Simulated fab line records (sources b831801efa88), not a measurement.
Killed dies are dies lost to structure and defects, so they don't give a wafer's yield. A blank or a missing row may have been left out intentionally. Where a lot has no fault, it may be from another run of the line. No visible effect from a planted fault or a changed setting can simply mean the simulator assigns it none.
Which tool is to blame? / flow sky130 / 13 lots with 39 wafers sampled at 5 steps, on a route of 708 steps

WHAT THE GAUGES SHOWED, per wafer
SKY_LDD_P_OVL_MEAS_08. Usual: LDD_P_OVL typically reads -0.8 nm, with standard deviation 1.7.
lot=L604; measured=day 19 01:49; on=overlay-02; LDD_P_OVL (nm)=-2.6 -1.6 -3.5; flag=
lot=L606; measured=day 20 07:07; on=overlay-01; LDD_P_OVL (nm)=-1.5 -1.4 -3.7; flag=
lot=L607; measured=day 20 08:13; on=overlay-02; LDD_P_OVL (nm)=0.5 0.3 2.2; flag=
lot=L608; measured=day 20 16:10; on=overlay-01; LDD_P_OVL (nm)=0.3 -0.2 -0.4; flag=
lot=L609; measured=day 21 02:10; on=overlay-02; LDD_P_OVL (nm)=1.2 1.0 0.3; flag=
lot=L610; measured=day 21 12:15; on=overlay-02; LDD_P_OVL (nm)=3.1 -0.1 0.5; flag=
lot=L612; measured=day 21 22:37; on=overlay-01; LDD_P_OVL (nm)=-3.2 -3.2 -5.3; flag=
lot=L613; measured=day 22 05:03; on=overlay-02; LDD_P_OVL (nm)=-1.5 -0.3 -1.3; flag=
lot=L615; measured=day 23 00:48; on=overlay-01; LDD_P_OVL (nm)=-1.6 -1.7 -0.5; flag=
lot=L617; measured=day 23 18:25; on=overlay-02; LDD_P_OVL (nm)=-0.2 -2.1 -1.5; flag=
lot=L618; measured=day 24 03:10; on=overlay-01; LDD_P_OVL (nm)=0.0 0.4 0.5; flag=
lot=L622; measured=day 25 11:50; on=overlay-01; LDD_P_OVL (nm)=-0.8 1.1 -0.5; flag=
lot=L625; measured=day 26 14:19; on=overlay-02; LDD_P_OVL (nm)=-0.7 -3.3 -0.5; flag=

SKY_LDD_LDN_TW_MEAS_13. Usual: LDD_LDN_TW typically reads 1478, with standard deviation 17.
lot=L604; measured=day 23 00:04; on=film metro-02; LDD_LDN_TW=1481 1470 1480; flag=
lot=L606; measured=day 24 03:38; on=film metro-02; LDD_LDN_TW=1461 1457 1453; flag=
lot=L607; measured=day 24 04:50; on=film metro-02; LDD_LDN_TW=1464 1459 1458; flag=
lot=L608; measured=day 24 12:13; on=film metro-01; LDD_LDN_TW=1508 1498 1506; flag=
lot=L609; measured=day 24 22:41; on=film metro-02; LDD_LDN_TW=1459 1453 1461; flag=
lot=L610; measured=day 25 07:04; on=film metro-01; LDD_LDN_TW=1509 1506 1502; flag=
lot=L612; measured=day 25 17:31; on=film metro-02; LDD_LDN_TW=1461 1468 1465; flag=
lot=L613; measured=day 25 23:21; on=film metro-02; LDD_LDN_TW=1567 1566 1560; flag=OFF
lot=L615; measured=day 26 18:43; on=film metro-03; LDD_LDN_TW=1561 1571 1560; flag=OFF
lot=L617; measured=day 27 11:34; on=film metro-03; LDD_LDN_TW=1464 1469 1474; flag=
lot=L618; measured=day 27 19:06; on=film metro-01; LDD_LDN_TW=1498 1497 1505; flag=
lot=L622; measured=day 29 03:46; on=film metro-03; LDD_LDN_TW=1566 1567 1567; flag=OFF
lot=L625; measured=day 30 03:38; on=film metro-03; LDD_LDN_TW=1472 1471 1478; flag=

SKY_POLY_CUT_OVL_MEAS_09. Usual: POLY_CUT_OVL typically reads 2 nm, with standard deviation 5.2.
lot=L604; measured=day 24 07:34; on=overlay-01; POLY_CUT_OVL (nm)=6 8 8; flag=
lot=L606; measured=day 25 10:07; on=overlay-02; POLY_CUT_OVL (nm)=9 4 6; flag=
lot=L607; measured=day 25 11:40; on=overlay-02; POLY_CUT_OVL (nm)=4 0 0; flag=
lot=L608; measured=day 25 19:49; on=overlay-02; POLY_CUT_OVL (nm)=2 -2 1; flag=
lot=L609; measured=day 26 06:46; on=overlay-02; POLY_CUT_OVL (nm)=0 -2 -4; flag=
lot=L610; measured=day 26 12:49; on=overlay-01; POLY_CUT_OVL (nm)=2 6 2; flag=
lot=L612; measured=day 27 00:07; on=overlay-02; POLY_CUT_OVL (nm)=7 10 8; flag=
lot=L613; measured=day 27 05:58; on=overlay-01; POLY_CUT_OVL (nm)=-3 1 5; flag=
lot=L615; measured=day 28 00:25; on=overlay-02; POLY_CUT_OVL (nm)=0 -5 -4; flag=
lot=L617; measured=day 28 17:52; on=overlay-01; POLY_CUT_OVL (nm)=2 0 7; flag=
lot=L618; measured=day 29 00:52; on=overlay-02; POLY_CUT_OVL (nm)=3 2 0; flag=
lot=L622; measured=day 30 08:55; on=overlay-01; POLY_CUT_OVL (nm)=10 11 11; flag=
lot=L625; measured=day 31 10:01; on=overlay-01; POLY_CUT_OVL (nm)=9 6 4; flag=

WHICH TOOL RAN EACH LOT (tool, then ch and the chambers of the sampled wafers, then the start)
lot=L604; SKY_LDD_HVP_STRIP_09=plasma asher-03 ch 0,1, day 21 16:34; SKY_LDD_LDN_IMPLANT_09=implanter-02 ch 0, day 22 23:31
lot=L606; SKY_LDD_HVP_STRIP_09=plasma asher-03 ch 0,1, day 22 20:45; SKY_LDD_LDN_IMPLANT_09=implanter-04 ch 0, day 24 03:07
lot=L607; SKY_LDD_HVP_STRIP_09=plasma asher-04 ch 0,1, day 22 21:35; SKY_LDD_LDN_IMPLANT_09=implanter-02 ch 0, day 24 04:19
lot=L608; SKY_LDD_HVP_STRIP_09=plasma asher-03 ch 0,1, day 23 05:28; SKY_LDD_LDN_IMPLANT_09=implanter-02 ch 0, day 24 11:41
lot=L609; SKY_LDD_HVP_STRIP_09=plasma asher-03 ch 0, day 23 16:10; SKY_LDD_LDN_IMPLANT_09=implanter-03 ch 0, day 24 22:08
lot=L610; SKY_LDD_HVP_STRIP_09=plasma asher-02 ch 0,1, day 24 01:03; SKY_LDD_LDN_IMPLANT_09=implanter-03 ch 0, day 25 06:33
lot=L612; SKY_LDD_HVP_STRIP_09=plasma asher-02 ch 0,1, day 24 11:07; SKY_LDD_LDN_IMPLANT_09=implanter-02 ch 0, day 25 16:59
lot=L613; SKY_LDD_HVP_STRIP_09=plasma asher-04 ch 1, day 24 17:25; SKY_LDD_LDN_IMPLANT_09=implanter-02 ch 0, day 25 22:30
lot=L615; SKY_LDD_HVP_STRIP_09=plasma asher-03 ch 0,1, day 25 12:41; SKY_LDD_LDN_IMPLANT_09=implanter-04 ch 0, day 26 17:53
lot=L617; SKY_LDD_HVP_STRIP_09=plasma asher-02 ch 0,1, day 26 05:52; SKY_LDD_LDN_IMPLANT_09=implanter-04 ch 0, day 27 11:02
lot=L618; SKY_LDD_HVP_STRIP_09=plasma asher-03 ch 0,1, day 26 13:20; SKY_LDD_LDN_IMPLANT_09=implanter-03 ch 0, day 27 18:35
lot=L622; SKY_LDD_HVP_STRIP_09=plasma asher-02 ch 0,1, day 27 21:34; SKY_LDD_LDN_IMPLANT_09=implanter-02 ch 0, day 29 02:53
lot=L625; SKY_LDD_HVP_STRIP_09=plasma asher-04 ch 0, day 28 23:52; SKY_LDD_LDN_IMPLANT_09=implanter-04 ch 0, day 30 03:05
- SKY_LDD_HVP_STRIP_09: strips in O2/N2.
- SKY_LDD_LDN_IMPLANT_09

WHAT THE TOOLS THEMSELVES READ (means of the sampled wafers that have a number; where no wafer has one, the mark that the record gives instead)
SKY_LDD_HVP_STRIP_09. Usual: drypump motor current A 5.57 A, standard deviation 0.12; oes product au 0.409 a.u., standard deviation 0.0045; strip time to endpoint s 4.141 s, standard deviation 0.014.
lot=L604; tool=plasma asher-03; drypump motor current A (A)=5.65; oes product au (a.u.)=0.409; strip time to endpoint s (s)=4.146; flag=
lot=L606; tool=plasma asher-03; drypump motor current A (A)=5.66; oes product au (a.u.)=0.409; strip time to endpoint s (s)=4.128; flag=
lot=L607; tool=plasma asher-04; drypump motor current A (A)=5.52; oes product au (a.u.)=0.408; strip time to endpoint s (s)=4.145; flag=
lot=L608; tool=plasma asher-03; drypump motor current A (A)=5.67; oes product au (a.u.)=0.412; strip time to endpoint s (s)=4.157; flag=
lot=L609; tool=plasma asher-03; drypump motor current A (A)=5.61; oes product au (a.u.)=0.406; strip time to endpoint s (s)=4.135; flag=
lot=L610; tool=plasma asher-02; drypump motor current A (A)=5.51; oes product au (a.u.)=0.408; strip time to endpoint s (s)=4.149; flag=
lot=L612; tool=plasma asher-02; drypump motor current A (A)=5.43; oes product au (a.u.)=0.409; strip time to endpoint s (s)=4.133; flag=
lot=L613; tool=plasma asher-04; drypump motor current A (A)=5.42; oes product au (a.u.)=0.409; strip time to endpoint s (s)=4.149; flag=
lot=L615; tool=plasma asher-03; drypump motor current A (A)=5.67; oes product au (a.u.)=0.404; strip time to endpoint s (s)=4.144; flag=
lot=L617; tool=plasma asher-02; drypump motor current A (A)=5.43; oes product au (a.u.)=0.414; strip time to endpoint s (s)=4.142; flag=
lot=L618; tool=plasma asher-03; drypump motor current A (A)=5.64; oes product au (a.u.)=0.407; strip time to endpoint s (s)=4.141; flag=
lot=L622; tool=plasma asher-02; drypump motor current A (A)=5.44; oes product au (a.u.)=0.410; strip time to endpoint s (s)=4.121; flag=
lot=L625; tool=plasma asher-04; drypump motor current A (A)=5.67; oes product au (a.u.)=0.409; strip time to endpoint s (s)=4.150; flag=

THE ANSWER, worked out from the rows above alone
Rule: a lot is off if the mean of its wafers that have a number lies more than 3 standard deviations from the usual mean. Also off: a lot with no number at a reading for which 4 or more lots have one. Where the step has rows for the other lots, those lots are counted as sound. First the gauges in route order, then the tools' own readings, where a lot's mean is used as printed above. The first step at which some lot is off is used, and at that step the reading that is off furthest; a lot without a number counts as furthest.
Off: L613, L615, L622, seen at SKY_LDD_LDN_TW_MEAS_13 (LDD_LDN_TW).
A tool fits if, at a process step before that reading, it ran every lot that is off, and no sound lot after the first of them. Those tools and the gauges at SKY_LDD_LDN_TW_MEAS_13 are tried in the same way. No candidate that was tried fits.

WHAT WAS PUT IN BY THE SIMULATOR
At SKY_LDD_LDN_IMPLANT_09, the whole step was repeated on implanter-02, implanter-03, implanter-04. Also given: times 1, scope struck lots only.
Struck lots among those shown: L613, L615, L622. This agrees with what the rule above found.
